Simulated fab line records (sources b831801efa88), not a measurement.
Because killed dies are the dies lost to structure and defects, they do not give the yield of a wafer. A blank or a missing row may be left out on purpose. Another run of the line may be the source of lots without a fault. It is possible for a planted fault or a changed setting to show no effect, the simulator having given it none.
A lot that was struck, set against a sound lot || flow sky130 || 19 steps out of a route of 708
Sound: these wafers, L679.1, L679.3, L679.4. Struck: wafer L690.4. (L690.1, L690.6 of the same lot were not struck and are left out.) The cause comes at the end.
Per side, at each step with rows, come the tool, then ch with its chambers, and then its first start. Under that, the readings that differ: sound wafers || struck wafers || difference of the means || sigmas: that difference in standard deviations of wafers without a fault.
alike: same words and numbers on both sides, and readings whose means sit less than 2 such deviations apart. not compared: any withheld reading, any reading some wafer has no value for, any bound like >300 that may hide the same value, and any number with overlapping values for which the record gives no deviation.
The two part at a step that has a row with sigmas, a row that says differs or no value, or rows on one side only. Numbers that don't overlap but have no deviation are shown without sigmas and don't part them. A reading missing from all wafers of one side parts the sides only when that side holds two or more wafers.

SKY_VIA1_ETCH_15: etches SiO2 in C4F8/O2/Ar, stops on TiN, target depth 351 nm, time 54 s.
  sound on rie diel-03 ch 0,1,3, day 34 09:35; struck on rie diel-02 ch 0, day 38 00:32
  alike: oes product au
then, 5 steps without rows for these wafers: SKY_VIA1_STRIP_16 (strips in O2/N2); SKY_VIA1_STRIP_17 (strips in post etch residue remover, time 1200 s); SKY_VIA1_CLEAN_18 (cleans in IPA, time 180 s); SKY_VIA1_CLEAN_19 (cleans in O3/DIW); SKY_VIA1_SPUTTER_20 (material TiN, target thk 20 nm, time 80 s).
SKY_VIA1_CVD_21: deposits W, target thk 270 nm, time 80.902 s.
  sound on cvd w-02 ch 0,1, day 34 10:17; struck on cvd w-02 ch 1, day 38 01:17
  alike: heater power w
SKY_VIA1_RS_MEAS_22: measures by four-point-probe.
  sound on film metro-02 at day 34 10:23; struck on film metro-01 at day 38 01:23
  alike: VIA1_W_RS
SKY_VIA1_THK_MEAS_23: measures by xrf.
  sound on film metro-02 at day 34 10:31; struck on film metro-01 at day 38 01:30
  alike: VIA1_W_THK
SKY_VIA1_CMP_24: polishes, stops on SiO2, t overpolish 15 s, target thk 0 nm.
  sound on cmp-02 ch 1,2,3, day 34 10:34; struck on cmp-01 ch 0, day 38 01:34
  alike: motor current A, overpolish run s, platen rpm, time to endpoint s
then, 1 step without rows for these wafers: SKY_METAL2_SPUTTER_00 (material Ti, target thk 15 nm, time 10 s).
SKY_METAL2_SPUTTER_01: material TiN, target thk 20 nm, time 16.7 s.
  sound on pvd sputter-02 at day 34 10:53; struck on pvd sputter-03 at day 38 01:53
  alike: throttle valve pct
SKY_METAL2_SPUTTER_02: material AlCu, target thk 250 nm, time 13.3 s.
  sound on pvd sputter-02 at day 34 10:55; struck on pvd sputter-03 at day 38 01:54
{"reading": "model.AlCu_of_METAL2_SPUTTER_02.thk nm (nm)", "sound": "247.6 247.9 251.4", "struck": 290.1, "difference": "+41.1", "sigmas": ""}
  alike: throttle valve pct
then, 1 step without rows for these wafers: SKY_METAL2_SPUTTER_03 (material Ti, target thk 5 nm, time 3.3 s).
SKY_METAL2_SPUTTER_04: material TiN, target thk 70 nm, time 58.3 s.
  sound on pvd sputter-02 at day 34 10:58; struck on pvd sputter-03 at day 38 01:57
  alike: throttle valve pct
SKY_METAL2_RS_MEAS_05: measures by four-point-probe.
  sound on film metro-02 at day 34 11:01; struck on film metro-03 at day 38 02:00
{"reading": "METAL2_ALCU_RS (ohm/sq)", "sound": "0.1287 0.1279 0.1263", "struck": 0.1086, "difference": -0.0190, "sigmas": -10}
SKY_METAL2_THK_MEAS_06: measures by xrf.
  sound on film metro-02 at day 34 11:08; struck on film metro-03 at day 38 02:07
{"reading": "METAL2_ALCU_THK (nm)", "sound": "246 247 251", "struck": 288, "difference": "+40", "sigmas": "+10"}
then, 1 step without rows for these wafers: SKY_METAL2_DEHYDRATE_07 (time 60 s).
-- the record jumps here: 11 days lie between the struck wafers' starts before and after (it left off in module METAL2 and takes up again in module PAD_OPEN, whose first step shown is number 708 of the route) --
SKY_PAD_OPEN_PROBE_99:
  sound on prober-02 at day 46 06:07; struck on prober-01 at day 49 00:49
{"reading": "killed at contacts", "sound": "17 20 22", "struck": 31, "difference": "+11", "sigmas": "+2"}
{"reading": "model.etest.met2.line ohm um", "sound": "0.9423 0.9471 0.9092", "struck": 0.7911, "difference": -0.1418, "sigmas": ""}
{"reading": "model.etest.met2.rs ohm sq", "sound": "0.1308 0.1302 0.1289", "struck": 0.1101, "difference": -0.0199, "sigmas": ""}
  alike: defect limited yield, killed_at_M0_to_M3, killed_at_M4_up, killed at front end, killed at other, killed dies, killed open, killed short, sort_bin_3_pad_short, sort_bin_5_function, sort_bin_6_memory, sort n pass, sort yield pct

WHERE THEY PART
Earliest at SKY_METAL2_RS_MEAS_05; latest, in this record, at SKY_PAD_OPEN_PROBE_99.

WHY: what the simulator had put in
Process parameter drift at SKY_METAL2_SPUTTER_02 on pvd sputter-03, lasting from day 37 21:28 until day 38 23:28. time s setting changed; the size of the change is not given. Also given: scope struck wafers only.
